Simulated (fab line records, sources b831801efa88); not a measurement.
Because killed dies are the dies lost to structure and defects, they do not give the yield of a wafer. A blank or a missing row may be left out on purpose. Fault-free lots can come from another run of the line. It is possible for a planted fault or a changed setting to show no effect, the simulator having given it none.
Which tool did it? / flow sky130 / Sampling: 12 lots, 35 wafers, 5 of 708 route steps

== WHAT THE GAUGES SHOWED, per wafer ==
SKY_METAL2_OVL_MEAS_16. Usual: METAL2_OVL gives 1 nm (standard deviation 5.2).
lot=L120; measured=day 35 03:17; on=overlay-01; METAL2_OVL (nm)=11 2 5; flag=
lot=L122; measured=day 36 06:05; on=overlay-01; METAL2_OVL (nm)=-1 -6 -2; flag=
lot=L123; measured=day 36 11:53; on=overlay-01; METAL2_OVL (nm)=-4 -8 -5; flag=
lot=L126; measured=day 37 16:25; on=overlay-02; METAL2_OVL (nm)=1 0 -2; flag=
lot=L125; measured=day 37 18:14; on=overlay-02; METAL2_OVL (nm)=4 11 4; flag=
lot=L128; measured=day 38 02:29; on=overlay-02; METAL2_OVL (nm)=-2 -4 4; flag=
lot=L127; measured=day 38 08:23; on=overlay-02; METAL2_OVL (nm)=9 8 6; flag=
lot=L130; measured=day 38 10:41; on=overlay-02; METAL2_OVL (nm)=6 4 3; flag=
lot=L131; measured=day 38 22:44; on=overlay-02; METAL2_OVL (nm)=4 3; flag=
lot=L140; measured=day 41 12:38; on=overlay-02; METAL2_OVL (nm)=-2 -4 7; flag=
lot=L142; measured=day 42 03:32; on=overlay-02; METAL2_OVL (nm)=5 4 8; flag=
lot=L143; measured=day 42 04:12; on=overlay-01; METAL2_OVL (nm)=4 3 5; flag=

SKY_VIA2_OVL_MEAS_13. Usual: VIA2_OVL gives 7 nm (standard deviation 5.2).
lot=L120; measured=day 36 07:26; on=overlay-02; VIA2_OVL (nm)=-6 -2 -5; flag=
lot=L122; measured=day 37 10:21; on=overlay-01; VIA2_OVL (nm)=5 12 13; flag=
lot=L123; measured=day 37 15:27; on=overlay-02; VIA2_OVL (nm)=7 12 20; flag=
lot=L126; measured=day 38 20:05; on=overlay-02; VIA2_OVL (nm)=13 6 11; flag=
lot=L125; measured=day 38 21:41; on=overlay-01; VIA2_OVL (nm)=12 12 11; flag=
lot=L128; measured=day 39 05:35; on=overlay-02; VIA2_OVL (nm)=7 7 8; flag=
lot=L127; measured=day 39 10:47; on=overlay-02; VIA2_OVL (nm)=3 7 10; flag=
lot=L130; measured=day 39 13:47; on=overlay-02; VIA2_OVL (nm)=8 12 8; flag=
lot=L131; measured=day 40 01:00; on=overlay-02; VIA2_OVL (nm)=11 17; flag=
lot=L140; measured=day 42 14:02; on=overlay-01; VIA2_OVL (nm)=1 -2 1; flag=
lot=L142; measured=day 43 04:26; on=overlay-02; VIA2_OVL (nm)=11 15 8; flag=
lot=L143; measured=day 43 05:26; on=overlay-02; VIA2_OVL (nm)=11 11 13; flag=

SKY_VIA3_CD_MEAS_12 targets a cd of 200 nm. Usual: cd-nm reads 199.9 nm (standard deviation 1.2).
lot=L120; measured=day 39 16:31; on=cd-sem-01; cd-nm (nm)=200.9 201.9 203.2; flag=
lot=L122; measured=day 40 17:20; on=cd-sem-02; cd-nm (nm)=199.0 197.7 197.7; flag=
lot=L123; measured=day 40 22:33; on=cd-sem-02; cd-nm (nm)=199.0 198.7 200.8; flag=
lot=L126; measured=day 42 01:49; on=cd-sem-01; cd-nm (nm)=200.8 198.6 198.6; flag=
lot=L125; measured=day 42 02:32; on=cd-sem-02; cd-nm (nm)=201.0 201.7 200.9; flag=
lot=L128; measured=day 42 11:47; on=cd-sem-02; cd-nm (nm)=199.0 200.7 199.3; flag=
lot=L127; measured=day 42 15:26; on=cd-sem-02; cd-nm (nm)=200.5 198.5 200.0; flag=
lot=L130; measured=day 42 18:43; on=cd-sem-01; cd-nm (nm)=160.1 200.5 200.7; flag=OFF
lot=L131; measured=day 43 04:50; on=cd-sem-02; cd-nm (nm)=159.9 199.8; flag=OFF
lot=L140; measured=day 45 12:49; on=cd-sem-01; cd-nm (nm)=200.2 199.4 200.6; flag=
lot=L142; measured=day 46 03:01; on=cd-sem-02; cd-nm (nm)=197.0 197.5 197.7; flag=
lot=L143; measured=day 46 04:50; on=cd-sem-02; cd-nm (nm)=200.7 201.3 201.1; flag=

== TOOL THAT RAN EACH LOT (tool first, then ch and the chambers of the sampled wafers, then the start) ==
lot=L120; SKY_METAL2_DESCUM_17=rie-metal-02 ch 0,1, day 35 03:20; SKY_VIA3_EXPOSE_09=krf-scanner-01 ch 0, day 39 04:07
lot=L122; SKY_METAL2_DESCUM_17=rie-metal-02 ch 0,1, day 36 06:07; SKY_VIA3_EXPOSE_09=krf-scanner-01 ch 0, day 40 05:37
lot=L123; SKY_METAL2_DESCUM_17=rie-metal-02 ch 0,1, day 36 11:55; SKY_VIA3_EXPOSE_09=krf-scanner-01 ch 0, day 40 10:38
lot=L126; SKY_METAL2_DESCUM_17=rie-metal-01 ch 0,1, day 37 16:28; SKY_VIA3_EXPOSE_09=krf-scanner-02 ch 0, day 41 14:28
lot=L125; SKY_METAL2_DESCUM_17=rie-metal-01 ch 0,1, day 37 18:16; SKY_VIA3_EXPOSE_09=krf-scanner-02 ch 0, day 41 14:53
lot=L128; SKY_METAL2_DESCUM_17=rie-metal-01 ch 0, day 38 02:31; SKY_VIA3_EXPOSE_09=krf-scanner-02 ch 0, day 42 00:08
lot=L127; SKY_METAL2_DESCUM_17=rie-metal-04 ch 0,1, day 38 08:25; SKY_VIA3_EXPOSE_09=krf-scanner-02 ch 0, day 42 03:41
lot=L130; SKY_METAL2_DESCUM_17=rie-metal-04 ch 0,1, day 38 10:44; SKY_VIA3_EXPOSE_09=krf-scanner-02 ch 0, day 42 06:49
lot=L131; SKY_METAL2_DESCUM_17=rie-metal-02 ch 0,1, day 38 22:46; SKY_VIA3_EXPOSE_09=krf-scanner-02 ch 0, day 42 17:38
lot=L140; SKY_METAL2_DESCUM_17=rie-metal-01 ch 0, day 41 12:41; SKY_VIA3_EXPOSE_09=krf-scanner-01 ch 0, day 45 02:02
lot=L142; SKY_METAL2_DESCUM_17=rie-metal-02 ch 0,1, day 42 03:35; SKY_VIA3_EXPOSE_09=krf-scanner-02 ch 0, day 45 16:59
lot=L143; SKY_METAL2_DESCUM_17=rie-metal-04 ch 0,1, day 42 04:14; SKY_VIA3_EXPOSE_09=krf-scanner-02 ch 0, day 45 18:35
- SKY_METAL2_DESCUM_17: chemistry O2, time 8 s.
- SKY_VIA3_EXPOSE_09: exposes mask VIM3, target cd 200 nm.

== WHAT THE TOOLS THEMSELVES READ (means of the sampled wafers that have a number; where no wafer has one, the mark that the record gives instead) ==
SKY_METAL2_DESCUM_17. Usual: drypump-motor-current-A 5.5 A, standard deviation 0.54; oes-product-au 1.000 a.u., standard deviation 0.009.
lot=L120; tool=rie-metal-02; drypump-motor-current-A (A)=5.5; oes-product-au (a.u.)=1.007; flag=
lot=L122; tool=rie-metal-02; drypump-motor-current-A (A)=5.5; oes-product-au (a.u.)=1.008; flag=
lot=L123; tool=rie-metal-02; drypump-motor-current-A (A)=5.5; oes-product-au (a.u.)=1.004; flag=
lot=L126; tool=rie-metal-01; drypump-motor-current-A (A)=5.2; oes-product-au (a.u.)=0.993; flag=
lot=L125; tool=rie-metal-01; drypump-motor-current-A (A)=5.3; oes-product-au (a.u.)=0.993; flag=
lot=L128; tool=rie-metal-01; drypump-motor-current-A (A)=5.2; oes-product-au (a.u.)=0.992; flag=
lot=L127; tool=rie-metal-04; drypump-motor-current-A (A)=5.5; oes-product-au (a.u.)=1.003; flag=
lot=L130; tool=rie-metal-04; drypump-motor-current-A (A)=5.5; oes-product-au (a.u.)=1.002; flag=
lot=L131; tool=rie-metal-02; drypump-motor-current-A (A)=5.8; oes-product-au (a.u.)=1.009; flag=
lot=L140; tool=rie-metal-01; drypump-motor-current-A (A)=5.2; oes-product-au (a.u.)=0.999; flag=
lot=L142; tool=rie-metal-02; drypump-motor-current-A (A)=5.5; oes-product-au (a.u.)=0.995; flag=
lot=L143; tool=rie-metal-04; drypump-motor-current-A (A)=5.9; oes-product-au (a.u.)=1.000; flag=

== THE ANSWER, worked out from the rows above alone ==
Rule: lot off if the mean of its wafers having a number is beyond 3 standard deviations from the usual mean. Also off: a lot with no number at a reading for which 4 or more lots have one. The other lots that the step has rows for count as sound. First the gauges in route order, then the tools' own readings, where a lot's mean is used as printed above. The first step at which some lot is off is used, and at that step the reading that is off furthest; a lot without a number counts as furthest.
Off: L130, L131 (SKY_VIA3_CD_MEAS_12, cd-nm).
A tool fits if, at a process step before that reading, it ran every lot that is off, and no sound lot after the first of them. Gauges at SKY_VIA3_CD_MEAS_12: tried the same way as those tools. None of those tried fits.

== WHAT THE SIMULATOR PUT IN ==
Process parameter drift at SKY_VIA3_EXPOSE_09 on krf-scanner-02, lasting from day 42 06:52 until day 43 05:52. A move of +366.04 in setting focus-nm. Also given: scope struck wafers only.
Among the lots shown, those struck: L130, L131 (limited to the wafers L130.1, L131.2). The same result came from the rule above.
